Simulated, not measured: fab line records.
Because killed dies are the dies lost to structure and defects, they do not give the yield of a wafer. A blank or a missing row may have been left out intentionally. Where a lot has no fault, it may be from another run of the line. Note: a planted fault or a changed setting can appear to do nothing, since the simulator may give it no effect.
A lot that was struck, set against a sound lot || flow gf180mcu || 29 steps out of a route of 602
Sound: these wafers, L884.1, L884.4, L884.5. Wafers struck: L878.1, L878.4. Last of all comes the cause.
Each step with rows lists, per side, the tool, then ch with its chambers, then its first start. Under that, the readings that differ: sound wafers || struck wafers || difference of the means || sigmas: that difference in standard deviations of wafers without a fault.
alike: a reading whose means differ by less than 2 such deviations, as well as words and numbers matching on both sides. not compared: withheld readings; readings where some wafer has no value; bounds like >300 that might hide an equal value; numbers whose values overlap and for which the record gives no deviation.
Wherever a step has rows on one side only, a row that says differs or no value, or a row with sigmas, the two part there. When numbers do not overlap yet have no deviation, they are printed without sigmas and do not part them. Lack of a reading on every wafer of one side parts them only where that side has two or more wafers.

first, 5 steps without rows for these wafers: GF_V1_ETCH_17 (etches SiO2 in C4F8/O2/Ar, stops on TiN, target depth 630 nm); GF_V1_STRIP_18 (strips in O2/N2); GF_V1_STRIP_19 (strips in post etch residue remover, time 1200 s); GF_V1_CLEAN_20 (cleans in DIW); GF_V1_SPUTTER_21 (material Ti, target thk 15 nm, time 80.02 s).
GF_V1_SPUTTER_22: material TiN, target thk 10 nm, time 40 s.
  sound: pvd sputter-01 at day 24 01:05; struck: pvd sputter-04 at day 21 16:37
  alike: chamber pressure pa, throttle valve pct
GF_V1_CVD_23: deposits W, target thk 350 nm, time 105.05 s.
  sound on cvd w-01 ch 0,1, day 24 01:08; struck on cvd w-02 ch 0,1, day 21 16:39
  alike: chamber pressure Torr, heater power w, susceptor temp C
GF_V1_RS_MEAS_24: uses a four-point probe to measure.
  sound: film metro-04 at day 24 01:14; struck: film metro-04 at day 21 16:46
  alike: V1_W_RS
GF_V1_THK_MEAS_25: measures by xrf.
  sound: film metro-04 at day 24 01:22; struck: film metro-04 at day 21 16:53
  alike: V1_W_THK
GF_V1_CMP_26: polishes, stops on SiO2, t overpolish 15 s, target thk 0 nm.
  sound on cmp-01 ch 1,2, day 24 01:25; struck on cmp-01 ch 2,3, day 21 16:56
  alike: edge zone pressure frac, motor current A, overpolish run s, platen rpm, time to endpoint s
then, 2 steps without rows for these wafers: GF_M2_SPUTTER_00 (material Ti, target thk 37.5 nm, time 150 s); GF_M2_SPUTTER_01 (material TiN, target thk 30 nm, time 25 s).
GF_M2_SPUTTER_02: material AlCu, target thk 450 nm, time 23.9 s.
  sound: pvd sputter-03 at day 24 01:51; struck: pvd sputter-03 at day 21 17:22
{"reading": "model.AlCu_of_M2_SPUTTER_02.thk nm (nm)", "sound": "453.4 451.2 452.8", "struck": "435 425.2", "difference": -22, "sigmas": ""}
  alike: chamber pressure pa, throttle valve pct
then, 1 step without rows for these wafers: GF_M2_SPUTTER_03 (material Ti, target thk 10 nm, time 6.7 s).
GF_M2_SPUTTER_04: material TiN, target thk 50 nm, time 41.7 s.
  sound: pvd sputter-03 at day 24 01:54; struck: pvd sputter-03 at day 21 17:25
  alike: chamber pressure pa, throttle valve pct
GF_M2_RS_MEAS_05: uses a four-point probe to measure.
  sound: film metro-01 at day 24 01:56; struck: film metro-01 at day 21 17:28
{"reading": "M2_ALCU_RS (ohm/sq)", "sound": "0.0691 0.0694 0.0690", "struck": "0.0720 0.0735", "difference": "+0.0036", "sigmas": "+4"}
GF_M2_THK_MEAS_06: measures by xrf.
  sound: film metro-01 at day 24 02:04; struck: film metro-01 at day 21 17:35
{"reading": "M2_ALCU_THK (nm)", "sound": "451 447 450", "struck": "434 425", "difference": -20, "sigmas": -3}
then, 7 steps without rows for these wafers: GF_M2_DEHYDRATE_07 (time 60 s); GF_M2_HMDS_08 (prime time 60 s); GF_M2_COAT_09 (resist thk 1000 nm); GF_M2_SOFTBAKE_10 (time 60 s); GF_M2_EXPOSE_11 (exposes mask Metal2, target cd 280 nm); GF_M2_PEB_12 (peb time 90 s); GF_M2_DEVELOP_13 (develop time 60 s).
GF_M2_CD_MEAS_14 targets a cd of 280 nm.
  sound: cd sem-02 at day 24 23:54; struck: cd sem-02 at day 22 16:22
  alike: cd nm
GF_M2_OVL_MEAS_15:
  sound: overlay-01 at day 25 00:01; struck: overlay-02 at day 22 16:29
  alike: M2_OVL
GF_M2_METAL_ETCH_16: etches the open film in Cl2/BCl3, stops on SiO2, target depth 627.5 nm, time 104.6 s.
  sound on rie metal-01 ch 0, day 25 00:04; struck on rie metal-03 ch 0, day 22 16:31
{"reading": "drypump motor current A (A)", "sound": "6.40 6.40 6.38", "struck": "5.65 5.68", "difference": -0.73, "sigmas": -3}
{"reading": "oes product au (a.u.)", "sound": "0.973 0.978 0.985", "struck": "0.958 0.950", "difference": -0.025, "sigmas": -4}
{"reading": "throttle valve pct (%)", "sound": "28.243 28.237 28.249", "struck": "28.263 28.267", "difference": "+0.022", "sigmas": "+2"}
{"reading": "model.M2.feature depth nm (nm)", "sound": "606.6 605.1 606.1", "struck": "587.7 577.9", "difference": -23.1, "sigmas": ""}
{"reading": "model.etch.depth nm (nm)", "sound": "606.6 605.1 606.1", "struck": "587.7 577.9", "difference": -23.1, "sigmas": ""}
  not compared: rf hours counter h
GF_M2_STRIP_17: strips in O2/N2.
  sound on plasma asher-03 ch 0,1, day 25 00:17; struck on plasma asher-04 ch 1, day 22 16:44
  alike: drypump motor current A, heater power w, n2 flow sccm, oes product au, strip time to endpoint s
  not compared: rf hours counter h
-- the record jumps here: 9 days lie between the struck wafers' starts before and after (it left off in module M2 and takes up again in module PASSIVATION, whose first step shown is number 602 of the route) --
GF_PASSIVATION_PROBE_99:
  sound: prober-01 at day 33 11:29; struck: prober-01 at day 31 18:16
{"reading": "model.etest.met2.line ohm um", "sound": "0.262 0.2586 0.2634", "struck": "0.2705 0.2762", "difference": "+0.0120", "sigmas": ""}
{"reading": "model.etest.met2.rs ohm sq", "sound": "0.07062 0.0713 0.07093", "struck": "0.07514 0.07604", "difference": "+0.00464", "sigmas": ""}

WHERE THEY PART
Last at GF_M2_METAL_ETCH_16 as far as this record goes, first at GF_M2_RS_MEAS_05. Later steps at which nothing parts them and some readings are alike: GF_M2_STRIP_17.

WHY: what had been put in by the simulator
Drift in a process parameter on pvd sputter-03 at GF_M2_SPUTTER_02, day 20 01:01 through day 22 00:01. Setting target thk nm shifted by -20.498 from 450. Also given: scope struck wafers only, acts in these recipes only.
